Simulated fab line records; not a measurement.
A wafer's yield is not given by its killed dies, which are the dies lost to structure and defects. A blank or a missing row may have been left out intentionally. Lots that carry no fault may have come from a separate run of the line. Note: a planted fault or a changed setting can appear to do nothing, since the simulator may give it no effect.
Which tool is to blame? + flow sky130 + 15 lots with 45 wafers sampled at 2 steps, on a route of 708 steps

WHAT THE GAUGES SHOWED, per wafer
SKY_LDD_HVP_TW_MEAS_10. Usual: LDD_HVP_TW gives 455 (standard deviation 4.4).
| lot  | measured     | on           | LDD_HVP_TW  | flag |
|------|--------------|--------------|-------------|------|
| L753 | day 21 15:29 | filmMetro-02 | 453 452 453 |      |
| L755 | day 22 04:07 | filmMetro-02 | 452 450 450 |      |
| L756 | day 22 17:42 | filmMetro-02 | 452 452 450 |      |
| L757 | day 23 00:11 | filmMetro-02 | 447 450 450 |      |
| L758 | day 23 19:19 | filmMetro-02 | 450 449 451 |      |
| L760 | day 24 15:29 | filmMetro-02 | 447 449 448 |      |
| L759 | day 24 17:54 | filmMetro-04 | 453 457 458 |      |
| L761 | day 25 03:13 | filmMetro-01 | 463 464 460 |      |
| L762 | day 25 11:01 | filmMetro-01 | 461 461 461 |      |
| L763 | day 25 12:15 | filmMetro-02 | 455 453 454 |      |
| L764 | day 25 18:53 | filmMetro-04 | 456 459 459 |      |
| L766 | day 26 10:31 | filmMetro-04 | 453 454 454 |      |
| L770 | day 28 07:03 | filmMetro-04 | 760 761 762 | OFF  |
| L772 | day 28 13:45 | filmMetro-01 | 772 775 773 | OFF  |
| L771 | day 28 16:43 | filmMetro-02 | 764 761 767 | OFF  |

EACH LOT AND THE TOOL THAT RAN IT (in order: tool; ch and the chambers of the sampled wafers; start)
| lot  | SKY_LDD_HVP_IMPLANT_08          |
|------|---------------------------------|
| L753 | implanter-01 ch 0, day 21 15:17 |
| L755 | implanter-04 ch 0, day 22 03:52 |
| L756 | implanter-04 ch 0, day 22 17:27 |
| L757 | implanter-02 ch 0, day 22 23:56 |
| L758 | implanter-01 ch 0, day 23 19:04 |
| L760 | implanter-04 ch 0, day 24 15:17 |
| L759 | implanter-04 ch 0, day 24 17:30 |
| L761 | implanter-01 ch 0, day 25 02:59 |
| L762 | implanter-01 ch 0, day 25 10:48 |
| L763 | implanter-02 ch 0, day 25 12:00 |
| L764 | implanter-04 ch 0, day 25 18:38 |
| L766 | implanter-04 ch 0, day 26 10:17 |
| L770 | implanter-04 ch 0, day 28 06:48 |
| L772 | implanter-04 ch 0, day 28 13:30 |
| L771 | implanter-04 ch 0, day 28 16:30 |
- SKY_LDD_HVP_IMPLANT_08

WHAT THE TOOLS THEMSELVES READ (means of the sampled wafers that have a number; where no wafer has one, the mark that the record gives instead)
SKY_LDD_HVP_IMPLANT_08. Usual: doseIonsCm2 1.7e+13, standard deviation 2.1e+10; faradayCurrentUA 95.7, standard deviation 1.9.
| lot  | tool         | doseIonsCm2 | faradayCurrentUA | flag |
|------|--------------|-------------|------------------|------|
| L753 | implanter-01 | 1.7e+13     | 94.6             |      |
| L755 | implanter-04 | 1.7e+13     | 94.5             |      |
| L756 | implanter-04 | 1.7e+13     | 94.3             |      |
| L757 | implanter-02 | 1.7e+13     | 94.9             |      |
| L758 | implanter-01 | 1.7e+13     | 95.0             |      |
| L760 | implanter-04 | 1.7e+13     | 94.4             |      |
| L759 | implanter-04 | 1.7e+13     | 96.3             |      |
| L761 | implanter-01 | 1.7e+13     | 95.7             |      |
| L762 | implanter-01 | 1.7e+13     | 96.8             |      |
| L763 | implanter-02 | 1.7e+13     | 95.6             |      |
| L764 | implanter-04 | 1.7e+13     | 98.1             |      |
| L766 | implanter-04 | 1.7e+13     | 95.2             |      |
| L770 | implanter-04 | 9.0e+13     | 508.4            | OFF  |
| L772 | implanter-04 | 9.0e+13     | 503.7            | OFF  |
| L771 | implanter-04 | 9.0e+13     | 493.7            | OFF  |

THE ANSWER, worked out from the rows above alone
Rule: a lot counts as off when the mean over its wafers that have a number is more than 3 standard deviations away from the usual mean. A lot without any number at a reading at which 4 lots or more have one is off too. The other lots that the step has rows for count as sound. The gauges are gone through in route order, then the tools' own readings, and for those a lot's mean is taken as printed above. At the first step where some lot is off, the reading lying furthest off is the one used; lots without a number count as furthest.
Off: at SKY_LDD_HVP_TW_MEAS_10 (LDD_HVP_TW), L770, L772, L771.
A tool fits if, at a process step before that reading, it ran every lot that is off, and no sound lot after the first of them. The gauges at SKY_LDD_HVP_TW_MEAS_10 aren't tried: what is off there is off at SKY_LDD_HVP_IMPLANT_08 too, on other tools, and a gauge's error can't cause that. One fits: SKY_LDD_HVP_IMPLANT_08 on implanter-04. A fault onset in the window from L766 (day 26 10:17, its last sound lot) to L770 (day 28 06:48, its first lot off) fits.
The tool's own readings at SKY_LDD_HVP_IMPLANT_08 bear it out: on the lots that are off they differ by more than 5 times the standard deviation of the sound lots' means. doseIonsCm2 reads 9.0e+13 there against 1.7e+13 on the sound lots; faradayCurrentUA reads 501.9 there against 95.5 on the sound lots.

WHAT THE SIMULATOR HAD INSERTED
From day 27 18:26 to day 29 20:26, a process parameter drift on implanter-04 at SKY_LDD_HVP_IMPLANT_08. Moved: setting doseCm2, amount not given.
Struck lots among those shown: L770, L772, L771. The rule above reached the same finding.
